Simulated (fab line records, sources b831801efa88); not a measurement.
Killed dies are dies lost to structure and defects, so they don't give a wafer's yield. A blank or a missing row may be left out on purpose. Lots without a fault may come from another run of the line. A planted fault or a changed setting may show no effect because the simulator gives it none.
Which tool did it? | flow sky130 | 14 lots, 42 wafers sampled, at 5 steps of a route of 708

WHAT THE GAUGES READ, wafer by wafer
SKY_PWDE_OVL_MEAS_07. Usual: PWDE_OVL 0.6 nm, standard deviation 1.3.
lot  | measured     | on         | PWDE_OVL (nm)  | flag
L517 | day 3 22:17  | overlay-02 | 0.3 -0.9 -0.2  |
L518 | day 4 04:13  | overlay-02 | 1.0 -0.3 0.3   |
L520 | day 4 17:17  | overlay-01 | 2.2 1.5 1.1    |
L522 | day 5 01:23  | overlay-01 | -0.6 -2.1 -0.8 |
L524 | day 5 11:44  | overlay-02 | -0.5 -0.2 1.1  |
L525 | day 5 16:19  | overlay-02 | 0.1 0.4 -0.7   |
L527 | day 6 00:23  | overlay-02 | 0.3 1.9 2.2    |
L528 | day 6 02:41  | overlay-01 | 1.3 2.7 2.2    |
L531 | day 9 14:52  | overlay-02 | 0.3 1.5 0.6    |
L534 | day 10 02:17 | overlay-01 | 0.0 0.5 1.1    |
L535 | day 10 03:00 | overlay-01 | 1.1 1.2 1.2    |
L537 | day 10 03:13 | overlay-02 | 1.1 0.0 0.1    |
L533 | day 10 03:34 | overlay-01 | 0.3 0.0 -0.8   |
L539 | day 10 06:28 | overlay-01 | -1.0 -0.8 2.0  |

SKY_VT_ADJUST_NCORE_CD_MEAS_07: target cd 380 nm. Usual: cd_nm 379.8 nm, standard deviation 2.7.
lot  | measured     | on        | cd_nm (nm)        | flag
L517 | day 9 13:31  | cd_sem-01 | 376.1 378.3 376.5 |
L518 | day 9 17:04  | cd_sem-01 | 381.3 380.6 381.4 |
L520 | day 10 02:53 | cd_sem-01 | 374.6 374.5 377.7 |
L522 | day 10 07:14 | cd_sem-01 | 382.0 378.1 377.1 |
L524 | day 10 08:05 | cd_sem-01 | 377.9 376.9 377.0 |
L525 | day 10 08:18 | cd_sem-01 | 376.8 378.0 378.0 |
L527 | day 10 10:36 | cd_sem-01 | 378.4 376.2 376.0 |
L528 | day 10 11:05 | cd_sem-01 | 379.7 381.4 383.6 |
L531 | day 15 23:34 | cd_sem-01 | 377.4 378.0 381.5 |
L534 | day 16 12:10 | cd_sem-01 | 379.5 378.4 382.2 |
L535 | day 16 13:31 | cd_sem-01 | 381.8 255.5 253.7 | OFF
L537 | day 16 13:43 | cd_sem-01 | 383.1 383.5 380.6 |
L533 | day 16 14:53 | cd_sem-01 | 385.2 384.6 258.0 | OFF
L539 | day 16 19:00 | cd_sem-01 | 378.1 379.9 379.1 |

SKY_VT_ADJUST_HVTR_TW_MEAS_11. Usual: VT_ADJUST_HVTR_TW 211.3, standard deviation 2.8.
lot  | measured     | on            | VT_ADJUST_HVTR_TW | flag
L517 | day 10 11:46 | film_metro-03 | 209.5 208.2 209.1 |
L518 | day 10 15:48 | film_metro-02 | 212.9 213.5 213.4 |
L520 | day 11 02:37 | film_metro-01 | 207.6 209.0 210.4 |
L522 | day 11 07:36 | film_metro-02 | 213.9 215.0 213.3 |
L524 | day 11 08:23 | film_metro-02 | 213.9 214.4 214.1 |
L525 | day 11 08:33 | film_metro-03 | 210.1 211.1 210.6 |
L527 | day 11 10:43 | film_metro-02 | 215.4 213.9 215.5 |
L528 | day 11 11:40 | film_metro-02 | 214.6 214.9 214.7 |
L531 | day 17 04:35 | film_metro-03 | 209.4 209.7 209.1 |
L534 | day 17 18:58 | film_metro-03 | 210.1 208.7 210.7 |
L535 | day 17 19:54 | film_metro-01 | 207.9 207.4 207.5 |
L537 | day 17 20:01 | film_metro-01 | 207.6 207.7 208.2 |
L533 | day 17 21:27 | film_metro-02 | 215.7 216.1 214.8 |
L539 | day 18 02:27 | film_metro-03 | 209.7 209.4 208.7 |

SKY_VT_ADJUST_PCH_TW_MEAS_10. Usual: VT_ADJUST_PCH_TW 143.0, standard deviation 1.4.
lot  | measured     | on            | VT_ADJUST_PCH_TW  | flag
L517 | day 11 11:17 | film_metro-04 | 141.8 141.8 141.7 |
L518 | day 11 16:09 | film_metro-04 | 141.8 143.1 142.1 |
L520 | day 12 03:23 | film_metro-03 | 142.4 142.8 142.0 |
L522 | day 12 08:50 | film_metro-04 | 142.3 141.9 141.6 |
L524 | day 12 09:49 | film_metro-04 | 142.7 142.1 141.9 |
L525 | day 12 10:13 | film_metro-04 | 142.4 142.8 142.2 |
L527 | day 12 12:02 | film_metro-03 | 142.2 142.9 142.0 |
L528 | day 12 13:29 | film_metro-04 | 142.6 141.8 142.2 |
L531 | day 18 09:56 | film_metro-02 | 144.2 145.6 145.0 |
L534 | day 19 02:07 | film_metro-02 | 145.2 144.5 145.2 |
L535 | day 19 02:44 | film_metro-02 | 144.0 145.0 143.8 |
L537 | day 19 02:48 | film_metro-04 | 142.7 142.3 143.1 |
L533 | day 19 04:58 | film_metro-04 | 142.5 143.1 143.4 |
L539 | day 19 10:01 | film_metro-03 | 141.7 141.4 141.1 |

WHICH TOOL RAN EACH LOT (tool, then ch and the chambers of the sampled wafers, then the start)
lot  | SKY_VT_ADJUST_NCORE_DEVELOP_06
L517 | litho_track-04 ch 0, day 9 13:22
L518 | litho_track-03 ch 0, day 9 16:55
L520 | litho_track-03 ch 0, day 10 02:45
L522 | litho_track-04 ch 0, day 10 07:01
L524 | litho_track-04 ch 0, day 10 07:56
L525 | litho_track-01 ch 0, day 10 08:09
L527 | litho_track-01 ch 0, day 10 10:27
L528 | litho_track-04 ch 0, day 10 10:56
L531 | litho_track-01 ch 0, day 15 23:25
L534 | litho_track-04 ch 0, day 16 12:01
L535 | litho_track-04 ch 0, day 16 13:22
L537 | litho_track-03 ch 0, day 16 13:34
L533 | litho_track-04 ch 0, day 16 14:34
L539 | litho_track-01 ch 0, day 16 18:51
- SKY_VT_ADJUST_NCORE_DEVELOP_06: develop time 60 s.

WHAT THE TOOLS THEMSELVES READ (means of the sampled wafers that have a number; where no wafer has one, the mark that the record gives instead)
The record holds no such reading with a usual standard deviation.

THE ANSWER, worked out from the rows above alone
Rule: a lot is off if the mean of its wafers that have a number lies more than 3 standard deviations from the usual mean. A lot without any number at a reading at which 4 lots or more have one is off too. The other lots that the step has rows for count as sound. The gauges are gone through in route order, then the tools' own readings, and for those a lot's mean is taken as printed above. The first step at which some lot is off is used, and at that step the reading that is off furthest; a lot without a number counts as furthest.
Off: L535, L533, at SKY_VT_ADJUST_NCORE_CD_MEAS_07 (cd_nm).
A tool fits if, at a process step before that reading, it ran every lot that is off, and no sound lot after the first of them. The gauges at SKY_VT_ADJUST_NCORE_CD_MEAS_07 are tried like those tools. One fits: litho_track-04 at SKY_VT_ADJUST_NCORE_DEVELOP_06. Its last sound lot is L534 (day 16 12:01), its first lot that is off L535 (day 16 13:22): a fault that began between those two fits.

WHAT THE SIMULATOR HAD PUT IN
Process parameter drift: litho_track-04, from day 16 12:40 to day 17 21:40, at SKY_VT_ADJUST_NCORE_DEVELOP_06. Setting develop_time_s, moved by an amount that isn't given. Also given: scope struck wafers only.
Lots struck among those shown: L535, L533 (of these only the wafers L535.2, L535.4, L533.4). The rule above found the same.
